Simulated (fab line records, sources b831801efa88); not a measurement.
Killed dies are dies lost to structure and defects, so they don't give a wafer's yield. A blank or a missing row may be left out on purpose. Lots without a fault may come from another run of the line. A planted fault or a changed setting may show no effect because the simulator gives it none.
fab line records | flow sky130
record lots=24 wafers=72 last_day=50
route steps=708 shown METAL1@435 METAL2@486 CAPM@551 METAL4@601
lots that met no fault: from a run of the same line without faults
start_h: hours from the record's first day to the start of the lot's first wafer shown | wait_h: hours since the lot's step before | " the same as in the row above | L1.1+2: a row that stands for several wafers | - no value, or no start given | * or withheld: withheld | < > ~ a bound
route shown NAME@n: a module of which the file shows steps, and the number in the route of the first | usual: mean/standard deviation of fault-free wafers | same: alike in all rows | chamber/n: place in a boat | sites: the reading at each site | _std_site: their standard deviation | _edge_site: outer sites' mean less inner sites' | radius_mm: how far each site lies from the wafer's centre | mask NAME#n: copy n | behind: the tool/chamber that last shaped the wafer | hold: why the lot was held/for how many hours/how that ended | device: the transistor (n, p or np) that didn't switch | end of line: the same wafers' tests at the end of the route | a step without rows: its recipe alone | killed: dies lost to structure and defects at the first sort, not the wafer's yield | map: a wafer's dies, x killed, . not, _ none there
set.NAME: the setting as run; set.NAME@STEP: as run at that earlier step | model.NAME: the simulator's own value behind a step, which no gauge read
steps of the route over a sample of lots; a table a step, a row a wafer
services: from which hour (start_h, from the record's first day; less than 0 if before it) a tool's chamber was out of use, for how many hours, and why
## steps
# step SKY_METAL1_SPUTTER_01
# recipe material=TiN target_thk_nm=20 power_w=6500 time_s=16.7 chamber_pressure_pa=0.4
# usual cathode_dc_power_W=6499.9/1.1 throttle_valve_pct=29.6/0.66
# columns lot.wafer tool chamber start_h wait_h cathode_dc_power_W throttle_valve_pct
L074.1 pvd_sputter-03 - 737.72 0.0 6501.0 28.9
L074.3 " - " " 6500.0 29.7
L074.4 " - " " 6500.4 28.6
L075.1 pvd_sputter-04 - 746.35 0.0 6501.9 29.3
L075.5 " - " " 6499.6 30.3
L075.6 " - " " 6498.9 29.2
L076.1 pvd_sputter-04 - 754.22 0.0 6502.8 30.0
L076.3 " - " " 6501.2 29.4
L076.5 " - " " 6500.4 29.0
L077.1 pvd_sputter-03 - 766.11 0.0 6498.2 29.3
L077.2 " - " " 6502.8 28.5
L077.3 " - " " 6500.4 29.5
L078.2 pvd_sputter-04 - 776.80 0.0 6500.6 30.1
L078.5 " - " " 6501.4 29.5
L078.6 " - " " 6498.4 30.1
L079.2 pvd_sputter-02 - 780.29 0.0 6499.6 29.4
L079.4 " - " " 6501.2 30.4
L079.6 " - " " 6501.8 29.4
L080.2 pvd_sputter-02 - 781.01 0.0 6500.5 30.1
L080.3 " - " " 6497.5 30.7
L080.6 " - " " 6499.5 30.8
L081.2 pvd_sputter-04 - 791.41 0.0 6500.8 29.0
L081.5 " - " " 6500.9 29.3
L081.6 " - " " 6500.0 30.1
L082.3 pvd_sputter-04 - 802.16 0.0 6501.7 30.1
L082.5 " - " " 6500.4 28.9
L082.6 " - " " 6500.2 29.0
L083.2 pvd_sputter-04 - 807.97 0.0 6500.5 29.1
L083.5 " - " " 6499.7 29.3
L083.6 " - " " 6499.5 29.5
L084.4 pvd_sputter-04 - 814.38 0.0 6500.0 29.0
L084.5 " - " " 6498.6 29.0
L084.6 " - " " 6499.6 29.2
L085.2 pvd_sputter-04 - 820.44 0.0 6498.7 29.2
L085.3 " - " " 6499.6 29.0
L085.6 " - " " 6499.9 29.9
L086.1 pvd_sputter-04 - 826.08 0.0 6500.5 29.3
L086.2 " - " " 6498.0 29.6
L086.3 " - " " 6497.9 29.3
L089.2 pvd_sputter-02 - 868.35 0.0 6500.3 30.7
L089.3 " - " " 6500.0 30.3
L089.6 " - " " 6501.5 30.8
L087.1 pvd_sputter-04 - 869.71 0.0 6498.9 30.2
L087.3 " - " " 6498.7 29.1
L087.6 " - " " 6500.2 29.2
L088.1 pvd_sputter-03 - 870.17 0.0 6500.4 28.8
L088.2 " - " " 6499.9 29.1
L088.4 " - " " 6499.3 28.7
L090.1 pvd_sputter-04 - 870.41 0.0 6498.8 29.2
L090.5 " - " " 6501.1 30.1
L090.6 " - " " 6500.9 29.2
L091.1 pvd_sputter-03 - 870.92 0.0 6500.9 29.1
L091.2 " - " " 6500.8 28.9
L091.4 " - " " 6499.2 29.5
L092.3 pvd_sputter-03 - 873.65 0.0 6499.7 29.7
L092.4 " - " " 6501.6 29.2
L092.5 " - " " 6499.7 29.1
L093.1 pvd_sputter-02 - 878.55 0.0 6498.6 30.2
L093.5 " - " " 6500.7 29.9
L093.6 " - " " 6500.6 29.4
L094.3 pvd_sputter-04 - 884.29 0.0 6501.6 29.0
L094.5 " - " " 6500.3 29.2
L094.6 " - " " 6499.1 29.1
L095.2 pvd_sputter-02 - 898.56 0.0 6498.2 30.4
L095.4 " - " " 6500.9 31.0
L095.5 " - " " 6498.3 30.9
L096.4 pvd_sputter-02 - 905.19 0.0 6498.7 30.1
L096.5 " - " " 6500.4 29.3
L096.6 " - " " 6499.6 30.6
L097.1 pvd_sputter-02 - 913.95 0.0 6498.6 30.4
L097.5 " - " " 6500.5 30.8
L097.6 " - " " 6499.6 30.4
# step SKY_METAL1_METAL_ETCH_19
# recipe target_depth_a=3600 stop_on=SiO2 over_etch_frac=0.3 time_s=78 chemistry=Cl2/BCl3 resist_sidewall_deg=88 pressure_mtorr=10 icp_w=900 bias_w=48.5 Cl2_flow_sccm=60 bcl3_flow_sccm=30
# usual bcl3_flow_sccm=30.00/0.086 drypump_motor_current_A=5.55/0.17 oes_product_au=0.854/0.0064 throttle_valve_pct=22.265/0.0091
# same over_etch_frac=0.3
# columns lot.wafer tool chamber start_h wait_h bcl3_flow_sccm drypump_motor_current_A oes_product_au rf_hours_counter_h throttle_valve_pct
L074.1 rie_metal-03 1 772.66 0.0 30.08 5.80 0.858 14 22.263
L074.3 " 1 " " 30.04 5.76 0.859 - 22.252
L074.4 " 0 " " 29.94 5.56 0.855 - 22.259
L075.1 rie_metal-02 0 773.56 0.0 30.03 5.69 0.857 5 22.267
L075.5 " 1 " " 29.93 5.63 0.861 - 22.257
L075.6 " 0 " " 30.12 5.70 0.861 - 22.263
L076.1 rie_metal-04 1 780.86 0.0 29.95 5.29 0.853 5 22.253
L076.3 " 1 " " 30.01 5.29 0.861 - 22.246
L076.5 " 0 " " 29.96 5.35 0.853 - 22.263
L077.1 rie_metal-04 0 792.22 0.0 29.94 5.35 0.855 11 22.263
L077.2 " 1 " " 30.22 5.29 0.864 5 22.259
L077.3 " 1 " " 30.13 5.31 0.863 - 22.250
L078.2 rie_metal-03 1 803.81 0.0 30.16 5.79 0.852 15 22.248
L078.5 " 0 " " 29.90 5.56 0.869 - 22.271
L078.6 " 1 " " 30.22 5.80 0.846 - 22.270
L079.2 rie_metal-04 0 807.57 0.0 29.88 5.37 0.857 11 22.269
L079.4 " 0 " " 30.02 5.38 0.848 - 22.265
L079.6 " 1 " " 29.97 5.28 0.861 - 22.274
L080.2 rie_metal-02 1 808.41 0.0 29.98 5.63 0.859 1 22.271
L080.3 " 1 " " 30.03 5.67 0.849 - 22.270
L080.6 " 1 " " 29.92 5.62 0.842 - 22.262
L081.2 rie_metal-04 1 817.82 0.0 30.05 5.30 0.858 6 22.281
L081.5 " 1 " " 30.04 5.29 0.859 - 22.269
L081.6 " 0 " " 30.05 5.35 0.843 - 22.259
L082.3 rie_metal-03 1 829.64 0.1 30.06 5.80 0.843 - 22.289
L082.5 " 1 " " 29.96 5.81 0.855 - 22.253
L082.6 " 0 " " 29.98 5.56 0.859 - 22.254
L083.2 rie_metal-04 0 834.86 0.0 29.95 5.36 0.847 12 22.270
L083.5 " 1 " " 30.00 5.31 0.854 - 22.266
L083.6 " 0 " " 29.96 5.35 0.852 - 22.258
L084.4 rie_metal-02 1 841.40 0.1 29.99 5.65 0.853 - 22.258
L084.5 " 1 " " 29.98 5.65 0.848 - 22.277
L084.6 " 0 " " 30.08 5.71 0.862 - 22.255
L085.2 rie_metal-03 1 846.62 0.0 30.06 5.79 0.846 16 22.254
L085.3 " 1 " " 29.97 5.74 0.852 - 22.259
L085.6 " 1 " " 30.09 5.76 0.849 - 22.261
L086.1 rie_metal-02 1 852.51 0.0 29.99 5.62 0.856 2 22.249
L086.2 " 0 " " 29.91 5.68 0.850 8 22.276
L086.3 " 1 " " 29.75 5.64 0.861 - 22.255
L089.2 rie_metal-03 0 894.14 0.1 30.00 5.58 0.849 - 22.251
L089.3 " 0 " " 29.96 5.57 0.859 - 22.253
L089.6 " 0 " " 29.88 5.57 0.852 - 22.267
L087.1 rie_metal-02 1 895.96 0.0 29.99 5.63 0.865 4 22.269
L087.3 " 0 " " 30.16 5.68 0.852 - 22.272
L087.6 " 1 " " 29.82 5.61 0.843 - 22.256
L088.1 rie_metal-02 0 896.31 0.0 30.02 5.68 0.843 10 22.261
L088.2 " 1 " " 30.18 5.62 0.849 4 22.257
L088.4 " 0 " " 29.96 5.67 0.846 - 22.268
L090.1 rie_metal-04 0 896.37 0.0 30.02 5.36 0.855 14 22.249
L090.5 " 0 " " 29.91 5.37 0.855 - 22.264
L090.6 " 1 " " 30.06 5.30 0.851 - 22.261
L091.1 rie_metal-02 1 897.41 0.0 29.99 5.63 0.853 4 22.250
L091.2 " 0 " " 30.13 5.69 0.851 10 22.266
L091.4 " 0 " " 30.06 5.67 0.857 - 22.260
L092.3 rie_metal-02 1 899.79 0.1 29.92 5.64 0.856 - 22.275
L092.4 " 0 " " 29.90 5.65 0.861 - 22.273
L092.5 " 1 " " 29.87 5.65 0.858 - 22.256
L093.1 rie_metal-04 0 904.41 0.0 29.92 5.37 0.858 14 22.268
L093.5 " 0 " " 29.83 5.36 0.849 - 22.257
L093.6 " 1 " " 30.14 5.29 0.854 - 22.274
L094.3 rie_metal-04 1 909.54 0.1 30.04 5.29 0.863 - 22.269
L094.5 " 0 " " 30.06 5.36 0.861 - 22.282
L094.6 " 1 " " 30.12 5.30 0.854 - 22.275
L095.2 rie_metal-03 1 924.11 0.0 30.04 5.76 0.864 1 22.273
L095.4 " 1 " " 30.07 5.78 0.851 - 22.272
L095.5 " 1 " " 29.93 5.80 0.862 - 22.269
L096.4 rie_metal-02 0 930.59 0.1 29.76 5.63 0.846 - 22.275
L096.5 " 0 " " 29.99 5.64 0.857 - 22.279
L096.6 " 1 " " 30.10 5.61 0.860 - 22.273
L097.1 rie_metal-02 1 939.36 0.0 29.95 5.59 0.869 6 22.264
L097.5 " 1 " " 29.98 5.62 0.847 - 22.269
L097.6 " 0 " " 30.03 5.68 0.847 - 22.274
# step SKY_METAL2_SPUTTER_03
# recipe material=Ti target_thk_nm=5 power_w=3000 time_s=3.3 chamber_pressure_pa=0.4
# usual cathode_dc_power_W=3000.0/0.54 throttle_valve_pct=29.4/0.65
# columns lot.wafer tool chamber start_h wait_h cathode_dc_power_W throttle_valve_pct
L074.1 pvd_sputter-01 - 802.31 0.0 2999.8 28.7
L074.3 " - " " 3000.5 28.8
L074.4 " - " " 3001.1 29.9
L075.1 pvd_sputter-03 - 803.85 0.0 3000.1 28.7
L075.5 " - " " 3000.5 28.7
L075.6 " - " " 2998.6 29.9
L076.1 pvd_sputter-03 - 810.06 0.0 2999.8 29.1
L076.3 " - " " 2999.7 29.7
L076.5 " - " " 2999.6 28.8
L077.1 pvd_sputter-01 - 821.09 0.0 3000.4 28.8
L077.2 " - " " 3000.4 28.4
L077.3 " - " " 2999.2 30.7
L078.2 pvd_sputter-03 - 833.33 0.0 2999.5 28.7
L078.5 " - " " 3000.0 29.1
L078.6 " - " " 2999.8 29.6
L079.2 pvd_sputter-03 - 836.94 0.0 3000.4 29.0
L079.4 " - " " 3000.4 29.8
L079.6 " - " " 2999.9 29.9
L080.2 pvd_sputter-04 - 837.38 0.0 3000.3 29.0
L080.3 " - " " 3000.0 29.2
L080.6 " - " " 2998.9 29.1
L081.2 pvd_sputter-04 - 847.47 0.0 2999.1 29.3
L081.5 " - " " 2999.5 29.1
L081.6 " - " " 3000.9 29.1
L082.3 pvd_sputter-04 - 857.80 0.0 3000.2 29.3
L082.5 " - " " 3000.6 29.3
L082.6 " - " " 3001.0 29.0
L083.2 pvd_sputter-04 - 863.97 0.0 3000.2 28.9
L083.5 " - " " 2999.2 28.8
L083.6 " - " " 2999.6 28.9
L084.4 pvd_sputter-01 - 870.60 0.0 3000.3 28.8
L084.5 " - " " 3000.5 28.8
L084.6 " - " " 3001.2 28.8
L085.2 pvd_sputter-01 - 875.16 0.0 3000.2 30.4
L085.3 " - " " 2999.2 29.0
L085.6 " - " " 2999.7 28.9
L086.1 pvd_sputter-03 - 881.80 0.0 2999.9 28.6
L086.2 " - " " 3000.2 28.7
L086.3 " - " " 3000.3 28.8
L089.2 pvd_sputter-01 - 922.16 0.0 2999.8 30.5
L089.3 " - " " 2999.5 28.8
L089.6 " - " " 3000.1 30.7
L087.1 pvd_sputter-03 - 924.20 0.0 3000.6 29.4
L087.3 " - " " 2999.8 28.6
L087.6 " - " " 2999.0 29.0
L088.1 pvd_sputter-04 - 924.44 0.0 3000.3 30.2
L088.2 " - " " 2999.8 29.0
L088.4 " - " " 2998.8 29.3
L090.1 pvd_sputter-01 - 925.17 0.0 2998.9 30.4
L090.5 " - " " 2999.8 29.9
L090.6 " - " " 2999.7 30.7
L091.1 pvd_sputter-04 - 925.47 0.0 3000.1 29.3
L091.2 " - " " 3000.1 28.7
L091.4 " - " " 3000.1 30.0
L092.3 pvd_sputter-01 - 927.90 0.0 2999.7 29.9
L092.4 " - " " 3000.5 28.5
L092.5 " - " " 2999.6 28.8
L093.1 pvd_sputter-03 - 932.19 0.0 3000.3 29.1
L093.5 " - " " 2999.9 29.8
L093.6 " - " " 3000.5 28.5
L094.3 pvd_sputter-04 - 936.40 0.0 3000.3 30.4
L094.5 " - " " 2999.6 30.5
L094.6 " - " " 2999.5 29.4
L095.2 pvd_sputter-01 - 951.79 0.0 3000.2 28.7
L095.4 " - " " 3000.8 30.1
L095.5 " - " " 2999.8 30.2
L096.4 pvd_sputter-04 - 958.34 0.0 2999.6 29.9
L096.5 " - " " 2998.6 29.5
L096.6 " - " " 3000.2 29.0
L097.1 pvd_sputter-01 - 966.86 0.0 3000.3 29.0
L097.5 " - " " 2999.9 30.1
L097.6 " - " " 2999.5 28.9
# step SKY_METAL2_DESCUM_17
# recipe chemistry=O2 source_power_w=150 bias_power_w=0 pressure_mtorr=10 temp_c=40 time_s=8
# usual drypump_motor_current_A=5.5/0.3 oes_product_au=0.998/0.0096
# columns lot.wafer tool chamber start_h wait_h drypump_motor_current_A oes_product_au rf_hours_counter_h
L074.1 rie_metal-02 1 829.87 0.0 5.6 0.996 1
L074.3 " 1 " " 5.6 1.001 -
L074.4 " 0 " " 5.7 0.993 -
L075.1 rie_metal-01 0 831.11 0.0 5.6 1.002 10
L075.5 " 1 " " 4.8 0.997 -
L075.6 " 0 " " 5.6 1.000 -
L076.1 rie_metal-01 0 837.17 0.0 5.6 1.008 10
L076.3 " 0 " " 5.6 1.005 -
L076.5 " 1 " " 4.8 0.989 -
L077.1 rie_metal-01 0 847.70 0.0 5.6 1.011 11
L077.2 " 1 " " 4.9 0.990 6
L077.3 " 1 " " 4.9 0.991 -
L078.2 rie_metal-01 0 858.97 0.0 5.6 1.005 12
L078.5 " 1 " " 4.8 0.986 -
L078.6 " 0 " " 5.6 1.009 -
L079.2 rie_metal-01 1 863.95 0.0 4.9 0.987 6
L079.4 " 1 " " 4.8 0.996 -
L079.6 " 1 " " 4.8 0.995 -
L080.2 rie_metal-02 0 864.30 0.0 5.7 0.981 9
L080.3 " 0 " " 5.6 0.987 -
L080.6 " 0 " " 5.7 0.988 -
L081.2 rie_metal-02 1 874.05 0.0 5.6 0.985 3
L081.5 " 1 " " 5.6 1.005 -
L081.6 " 0 " " 5.7 0.983 -
L082.3 rie_metal-02 1 884.01 0.0 5.6 0.993 -
L082.5 " 0 " " 5.7 0.984 -
L082.6 " 1 " " 5.6 1.000 -
L083.2 rie_metal-03 0 890.48 0.0 5.6 1.005 -
L083.5 " 0 " " 5.6 1.006 -
L083.6 " 0 " " 5.6 1.012 -
L084.4 rie_metal-02 0 896.68 0.0 5.7 0.997 -
L084.5 " 0 " " 5.7 0.988 -
L084.6 " 1 " " 5.6 1.006 -
L085.2 rie_metal-03 0 901.52 0.0 5.6 1.015 13
L085.3 " 1 " " 5.8 0.989 -
L085.6 " 0 " " 5.6 1.016 -
L086.1 rie_metal-03 1 907.62 0.0 5.7 0.996 0
L086.2 " 0 " " 5.6 1.011 13
L086.3 " 0 " " 5.5 1.008 -
L089.2 rie_metal-03 1 947.17 0.0 5.8 0.984 2
L089.3 " 0 " " 5.6 1.004 -
L089.6 " 1 " " 5.8 0.998 -
L087.1 rie_metal-02 0 948.95 0.0 5.7 0.990 12
L087.3 " 0 " " 5.6 0.981 -
L087.6 " 0 " " 5.6 0.985 -
L088.1 rie_metal-03 1 949.32 0.0 5.7 1.005 2
L088.2 " 0 " " 5.6 1.009 15
L088.4 " 1 " " 5.7 1.000 -
L090.1 rie_metal-01 1 949.67 0.0 4.8 0.981 11
L090.5 " 1 " " 4.9 1.003 -
L090.6 " 0 " " 5.6 1.010 -
L091.1 rie_metal-03 1 950.62 0.0 5.8 1.001 2
L091.2 " 0 " " 5.5 1.004 15
L091.4 " 0 " " 5.6 1.008 -
L092.3 rie_metal-02 0 952.58 0.0 5.7 0.981 -
L092.4 " 1 " " 5.6 0.982 -
L092.5 " 0 " " 5.7 0.994 -
L093.1 rie_metal-01 0 956.77 0.0 5.6 1.011 17
L093.5 " 0 " " 5.6 1.019 -
L093.6 " 1 " " 4.8 0.993 -
L094.3 rie_metal-02 0 960.83 0.0 5.7 1.000 -
L094.5 " 1 " " 5.6 0.994 -
L094.6 " 0 " " 5.7 0.986 -
L095.2 rie_metal-02 0 977.07 0.0 5.7 1.001 14
L095.4 " 0 " " 5.7 0.993 -
L095.5 " 0 " " 5.6 1.000 -
L096.4 rie_metal-03 0 983.43 0.0 5.6 0.997 -
L096.5 " 0 " " 5.6 1.012 -
L096.6 " 1 " " 5.8 1.003 -
L097.1 rie_metal-01 1 991.02 0.0 4.9 0.990 14
L097.5 " 1 " " 4.9 0.994 -
L097.6 " 0 " " 5.6 1.020 -
# step SKY_CAPM_STRIP_14
# recipe chemistry=O2/N2 power_w=1400 pressure_mtorr=1500 platen_temp_c=withheld o2_flow_sccm=3000 n2_flow_sccm=300 overash_fraction=0.5
# usual drypump_motor_current_A=5.8/0.53 oes_product_au=0.710/0.0046 strip_time_to_endpoint_s=12.67/0.045
# columns lot.wafer tool chamber start_h wait_h drypump_motor_current_A oes_product_au rf_hours_counter_h strip_time_to_endpoint_s
L074.1 plasma_asher-01 1 884.78 0.1 5.2 0.704 76 12.62
L074.3 " 1 " " 5.2 0.708 - 12.58
L074.4 " 0 " " 5.9 0.703 - 12.68
L075.1 plasma_asher-01 1 885.92 0.1 5.2 0.710 76 12.73
L075.5 " 1 " " 5.1 0.709 - 12.71
L075.6 " 0 " " 5.9 0.703 - 12.68
L076.1 plasma_asher-02 0 891.83 0.1 6.8 0.706 46 12.65
L076.3 " 0 " " 6.8 0.705 - 12.71
L076.5 " 1 " " 5.8 0.716 - 12.65
L077.1 plasma_asher-02 1 902.28 0.1 5.8 0.713 48 12.66
L077.2 " 0 " " 6.8 0.712 48 12.70
L077.3 " 0 " " 6.8 0.719 - 12.65
L078.2 plasma_asher-01 1 913.18 0.1 5.2 0.711 79 12.68
L078.5 " 0 " " 5.9 0.704 - 12.69
L078.6 " 1 " " 5.2 0.713 - 12.69
L079.2 plasma_asher-02 0 918.07 0.1 6.8 0.712 49 12.71
L079.4 " 0 " " 6.7 0.706 - 12.71
L079.6 " 0 " " 6.8 0.699 - 12.72
L080.2 plasma_asher-01 1 918.37 0.1 5.2 0.706 80 12.61
L080.3 " 0 " " 5.9 0.710 - 12.71
L080.6 " 1 " " 5.2 0.703 - 12.56
L081.2 plasma_asher-01 0 928.32 0.1 5.9 0.714 81 12.64
L081.5 " 1 " " 5.2 0.708 - 12.63
L081.6 " 0 " " 5.9 0.720 - 12.67
L082.3 plasma_asher-01 1 935.61 0.1 5.2 0.704 - 12.65
L082.5 " 0 " " 5.9 0.726 - 12.67
L082.6 " 1 " " 5.2 0.715 - 12.65
L083.2 plasma_asher-01 0 944.18 0.1 5.9 0.708 83 12.69
L083.5 " 1 " " 5.2 0.702 - 12.63
L083.6 " 0 " " 5.9 0.709 - 12.66
L084.4 plasma_asher-02 0 949.46 0.1 6.8 0.717 - 12.68
L084.5 " 1 " " 5.8 0.712 - 12.71
L084.6 " 0 " " 6.8 0.702 - 12.66
L085.2 plasma_asher-01 0 954.72 0.1 5.9 0.707 84 12.68
L085.3 " 0 " " 5.9 0.712 - 12.70
L085.6 " 1 " " 5.2 0.709 - 12.70
L086.1 plasma_asher-04 0 960.42 0.1 6.1 0.708 20 12.60
L086.2 " 1 " " 5.4 0.715 20 12.62
L086.3 " 0 " " 6.0 0.707 - 12.60
L089.2 plasma_asher-04 0 998.67 0.1 6.1 0.711 24 12.73
L089.3 " 0 " " 6.0 0.710 - 12.68
L089.6 " 1 " " 5.4 0.701 - 12.70
L087.1 plasma_asher-02 0 1001.33 0.1 6.8 0.713 58 12.63
L087.3 " 1 " " 5.7 0.712 - 12.68
L087.6 " 1 " " 5.7 0.714 - 12.62
L088.1 plasma_asher-02 0 1001.92 0.1 6.8 0.706 58 12.64
L088.2 " 1 " " 5.7 0.716 58 12.67
L088.4 " 0 " " 6.8 0.717 - 12.63
L090.1 plasma_asher-01 1 1002.22 0.1 5.2 0.713 88 12.63
L090.5 " 1 " " 5.2 0.712 - 12.70
L090.6 " 0 " " 5.8 0.712 - 12.61
L091.1 plasma_asher-02 1 1003.48 0.1 5.7 0.711 58 12.74
L091.2 " 0 " " 6.8 0.707 58 12.59
L091.4 " 1 " " 5.7 0.712 - 12.61
L092.3 plasma_asher-04 0 1004.71 0.1 6.0 0.712 - 12.66
L092.4 " 1 " " 5.4 0.707 - 12.72
L092.5 " 1 " " 5.4 0.702 - 12.68
L093.1 plasma_asher-01 0 1007.67 0.1 5.9 0.708 89 12.68
L093.5 " 0 " " 5.9 0.707 - 12.68
L093.6 " 1 " " 5.2 0.715 - 12.70
L094.3 plasma_asher-04 1 1012.26 0.1 5.4 0.704 - 12.58
L094.5 " 0 " " 6.0 0.707 - 12.66
L094.6 " 1 " " 5.4 0.711 - 12.62
L095.2 plasma_asher-02 0 1028.87 0.1 6.8 0.704 61 12.69
L095.4 " 1 " " 5.8 0.712 - 12.72
L095.5 " 1 " " 5.7 0.719 - 12.63
L096.4 plasma_asher-01 1 1032.91 0.1 5.2 0.706 - 12.71
L096.5 " 0 " " 5.9 0.703 - 12.70
L096.6 " 1 " " 5.2 0.705 - 12.71
L097.1 plasma_asher-04 1 1040.52 0.1 5.4 0.705 28 12.61
L097.5 " 0 " " 6.1 0.712 - 12.54
L097.6 " 1 " " 5.4 0.711 - 12.59
# step SKY_METAL4_SPUTTER_03
# recipe material=Ti target_thk_nm=5 power_w=3000 time_s=3.3 chamber_pressure_pa=0.4
# usual cathode_dc_power_W=3000.0/0.53 throttle_valve_pct=29.7/0.81
# columns lot.wafer tool chamber start_h wait_h cathode_dc_power_W throttle_valve_pct
L074.1 pvd_sputter-02 - 937.64 0.0 3000.2 30.2
L074.3 " - " " 3000.2 31.0
L074.4 " - " " 2998.5 30.8
L075.1 pvd_sputter-02 - 939.46 0.0 3000.4 30.8
L075.5 " - " " 2999.6 31.1
L075.6 " - " " 3000.3 30.4
L076.1 pvd_sputter-01 - 944.91 0.0 3000.0 28.9
L076.3 " - " " 3000.1 30.1
L076.5 " - " " 3000.6 28.8
L077.1 pvd_sputter-02 - 956.03 0.0 3000.8 29.4
L077.2 " - " " 3000.9 30.8
L077.3 " - " " 3000.2 30.7
L078.2 pvd_sputter-02 - 966.01 0.0 2999.2 29.4
L078.5 " - " " 3000.0 30.6
L078.6 " - " " 2999.6 29.4
L079.2 pvd_sputter-01 - 970.61 0.0 3000.5 30.1
L079.4 " - " " 2999.8 28.6
L079.6 " - " " 3000.1 29.2
L080.2 pvd_sputter-02 - 971.43 0.0 2999.6 31.0
L080.3 " - " " 3000.5 30.7
L080.6 " - " " 3000.3 30.4
L081.2 pvd_sputter-01 - 981.84 0.0 2999.4 30.7
L081.5 " - " " 3001.5 28.5
L081.6 " - " " 3000.2 29.0
L082.3 pvd_sputter-01 - 987.54 0.0 2999.9 29.9
L082.5 " - " " 3000.5 28.5
L082.6 " - " " 3000.1 30.8
L083.2 pvd_sputter-02 - 997.33 0.0 2999.5 30.6
L083.5 " - " " 3000.0 30.0
L083.6 " - " " 3000.1 30.9
L084.4 pvd_sputter-02 - 1002.40 0.0 2999.9 30.6
L084.5 " - " " 2999.8 29.3
L084.6 " - " " 2999.5 30.1
L085.2 pvd_sputter-02 - 1006.85 0.0 2999.5 30.3
L085.3 " - " " 2999.7 30.6
L085.6 " - " " 2999.2 30.2
L086.1 pvd_sputter-01 - 1012.81 0.0 3000.6 30.6
L086.2 " - " " 3000.0 28.9
L086.3 " - " " 2999.0 30.0
L089.2 pvd_sputter-03 - 1049.05 0.0 2999.3 29.1
L089.3 " - " " 3000.1 29.6
L089.6 " - " " 3000.4 28.7
L087.1 pvd_sputter-03 - 1052.09 0.0 3000.4 28.7
L087.3 " - " " 3000.6 28.9
L087.6 " - " " 3000.3 29.0
L088.1 pvd_sputter-03 - 1052.69 0.0 2999.5 29.6
L088.2 " - " " 2999.6 28.8
L088.4 " - " " 3000.0 28.8
L090.1 pvd_sputter-01 - 1052.96 0.0 2999.0 30.2
L090.5 " - " " 3000.2 28.7
L090.6 " - " " 3000.1 30.0
L091.1 pvd_sputter-01 - 1054.31 0.0 2998.9 30.1
L091.2 " - " " 3000.0 29.0
L091.4 " - " " 3000.0 28.6
L092.3 pvd_sputter-03 - 1054.91 0.0 3001.4 29.2
L092.4 " - " " 3000.6 28.7
L092.5 " - " " 2999.7 28.8
L093.1 pvd_sputter-03 - 1056.35 0.0 3000.6 29.2
L093.5 " - " " 3000.5 29.2
L093.6 " - " " 3000.2 29.9
L094.3 pvd_sputter-01 - 1060.20 0.0 2999.7 28.6
L094.5 " - " " 3000.1 28.6
L094.6 " - " " 2999.0 30.4
L095.2 pvd_sputter-01 - 1078.36 0.0 2999.5 30.3
L095.4 " - " " 2999.8 28.4
L095.5 " - " " 3001.2 30.7
L096.4 pvd_sputter-03 - 1081.14 0.0 2999.8 28.6
L096.5 " - " " 2999.6 29.7
L096.6 " - " " 3000.2 28.9
L097.1 pvd_sputter-01 - 1087.86 0.0 3000.2 30.8
L097.5 " - " " 2999.1 30.4
L097.6 " - " " 2999.5 30.1
## services
# columns tool chamber start_h hours kind
pvd_sputter-01 - 718.03 0.7 repair
pvd_sputter-01 - 721.14 5.0 repair
pvd_sputter-03 - 818.83 13.6 repair
pvd_sputter-03 - 843.01 26.9 repair
pvd_sputter-03 - 857.44 0.9 repair
pvd_sputter-02 - 866.69 0.6 repair
pvd_sputter-04 - 910.02 4.1 repair
pvd_sputter-02 - 932.88 0.8 repair
pvd_sputter-03 - 933.42 75.8 repair
pvd_sputter-01 - 940.61 2.3 repair
pvd_sputter-03 - 942.90 1.0 repair
pvd_sputter-03 - 955.82 7.4 repair
pvd_sputter-01 - 973.89 1.5 repair
pvd_sputter-02 - 989.22 0.9 repair
pvd_sputter-03 - 993.59 5.8 repair
pvd_sputter-01 - 995.95 2.8 repair
rie_metal-02 0 1009.68 8.8 repair
pvd_sputter-04 - 1013.21 0.8 repair
plasma_asher-01 - 1016.27 2.8 pm
rie_metal-02 - 1038.57 1.4 pm
pvd_sputter-01 - 1038.65 2.2 repair
pvd_sputter-02 - 1046.69 15.9 repair
plasma_asher-01 - 1058.93 2.5 repair
pvd_sputter-01 - 1070.57 0.9 repair
## key
fault none
